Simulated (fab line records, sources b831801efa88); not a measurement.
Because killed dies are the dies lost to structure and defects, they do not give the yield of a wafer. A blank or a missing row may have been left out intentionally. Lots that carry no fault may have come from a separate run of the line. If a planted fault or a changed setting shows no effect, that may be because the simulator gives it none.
A lot that was struck, set against a sound lot | flow sky130 | 17 steps out of a route of 708
Sound: these wafers, L807.2, L807.4, L807.5. Wafers L816.2, L816.3, L816.6 were the ones struck. The cause comes at the end.
Each step with rows lists, per side, the tool, then ch with its chambers, then its first start. Under that, the readings that differ: sound wafers | struck wafers | difference of the means | sigmas: that difference in standard deviations of wafers without a fault.
alike: readings whose means differ by less than 2 such deviations, and words and numbers that are the same on both sides. not compared: withheld readings, readings that some wafer has no value for, bounds like >300 that may hide the same value, and numbers for which the record gives no deviation and whose values overlap.
Wherever a step has rows on one side only, a row that says differs or no value, or a row with sigmas, the two part there. When numbers do not overlap yet have no deviation, they are printed without sigmas and do not part them. Lack of a reading on every wafer of one side parts them only where that side has two or more wafers.

first, 2 steps without rows for these wafers: SKY_LOCAL_INTERCONNECT_PEB_09; SKY_LOCAL_INTERCONNECT_DEVELOP_10 (develop time 60 s).
SKY_LOCAL_INTERCONNECT_CD_MEAS_11 targets a cd of 170 nm.
  struck on cdSem-01, day 37 09:59; sound on cdSem-02, day 34 10:12
  alike: cdNm
SKY_LOCAL_INTERCONNECT_OVL_MEAS_12:
  struck on overlay-02, day 37 10:05; sound on overlay-01, day 34 10:18
  alike: LOCAL_INTERCONNECT_OVL
SKY_LOCAL_INTERCONNECT_ETCH_13: etches BARC in N2/H2, stops on SiO2, time 45.9 s, target depth 60 nm.
  sound on rieMetal-01 ch 1, day 34 10:20; struck on rieMetal-01 ch 0, day 37 10:09
  alike: drypumpMotorCurrentA, oesProductAu, throttleValvePct
  not compared: rfHoursCounterH
SKY_LOCAL_INTERCONNECT_METAL_ETCH_14: etches TiN in Cl2/BCl3, stops on PSG, target depth 110 nm, time 31.4 s.
  sound on rieMetal-01 ch 1, day 34 10:25; struck on rieMetal-01 ch 0, day 37 10:16
  alike: drypumpMotorCurrentA, oesProductAu, throttleValvePct
  not compared: rfHoursCounterH
SKY_LOCAL_INTERCONNECT_STRIP_15: strips in O2/N2.
  sound on plasmaAsher-04 ch 0,1, day 34 10:29; struck on plasmaAsher-03 ch 0, day 37 10:21
  alike: drypumpMotorCurrentA, o2FlowSccm, oesProductAu, stripTimeToEndpointS
  not compared: rfHoursCounterH
then, 3 steps without rows for these wafers: SKY_LOCAL_INTERCONNECT_STRIP_16 (strips in post etch residue remover, time 1200 s); SKY_LOCAL_INTERCONNECT_CLEAN_17 (cleans in IPA, time 180 s); SKY_LOCAL_INTERCONNECT_CLEAN_18 (cleans in O3/DIW).
SKY_CONTACT_CVD_00: deposits Si3N4, target thk 75 nm.
  sound on pecvd-04 ch 0,2, day 34 11:05; struck on pecvd-04 ch 0,1,2, day 37 10:57
  alike: heaterPowerOuterW, heaterPowerW, susceptorTempC
SKY_CONTACT_THK_MEAS_01:
  struck on filmMetro-03, day 37 11:00; sound on filmMetro-02, day 34 11:08
  alike: CONTACT_CVD_00_THK
SKY_CONTACT_HDPCVD_02: deposits SiO2, target thk 565 nm, time 94.2 s.
  sound on hdpcvd-02 ch 0,1,2, day 34 11:11; struck on hdpcvd-02 ch 0,2, day 37 11:03
reading                                    | sound             | struck            | difference | sigmas
sih4FlowSccm (sccm)                        | 59.68 60.01 59.76 | 71.87 72.06 72.16 | +12.21     | +76
model.SiO2_of_CONTACT_HDPCVD_02.thkNm (nm) | 568.8 579.4 571.7 | 673.3 672.9 673.2 | +99.8      | 
  alike: susceptorTempC
SKY_CONTACT_THK_MEAS_03:
  struck on filmMetro-02, day 37 11:08; sound on filmMetro-04, day 34 11:16
reading                 | sound       | struck      | difference | sigmas
CONTACT_HDPCVD_THK (nm) | 569 579 571 | 673 673 673 | +100       | +16
SKY_CONTACT_CMP_04: polishes SiO2.
  sound on cmp-01 ch 0,1,2, day 34 11:22; struck on cmp-01 ch 1,2,3, day 37 11:11
reading             | sound    | struck      | difference | sigmas
timeToEndpointS (s) | 86 85 86 | 134 127 121 | +42        | +9
  alike: motorCurrentA
SKY_CONTACT_BOW_MEAS_05:
  struck on filmMetro-03, day 37 11:30; sound on filmMetro-02, day 34 11:38
  alike: CONTACT_BOW
following that, these wafers have no rows for 1 step: SKY_PAD_OPEN_PROBE_99.

WHERE THEY PART
Earliest at SKY_CONTACT_HDPCVD_02; latest, in this record, at SKY_CONTACT_CMP_04. Later steps at which nothing parts them and some readings are alike: SKY_CONTACT_BOW_MEAS_05.

WHY: what the simulator had put in
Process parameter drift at SKY_CONTACT_HDPCVD_02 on hdpcvd-02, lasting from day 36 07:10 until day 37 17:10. From 60, the setting sih4FlowSccm moved by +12. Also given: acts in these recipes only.
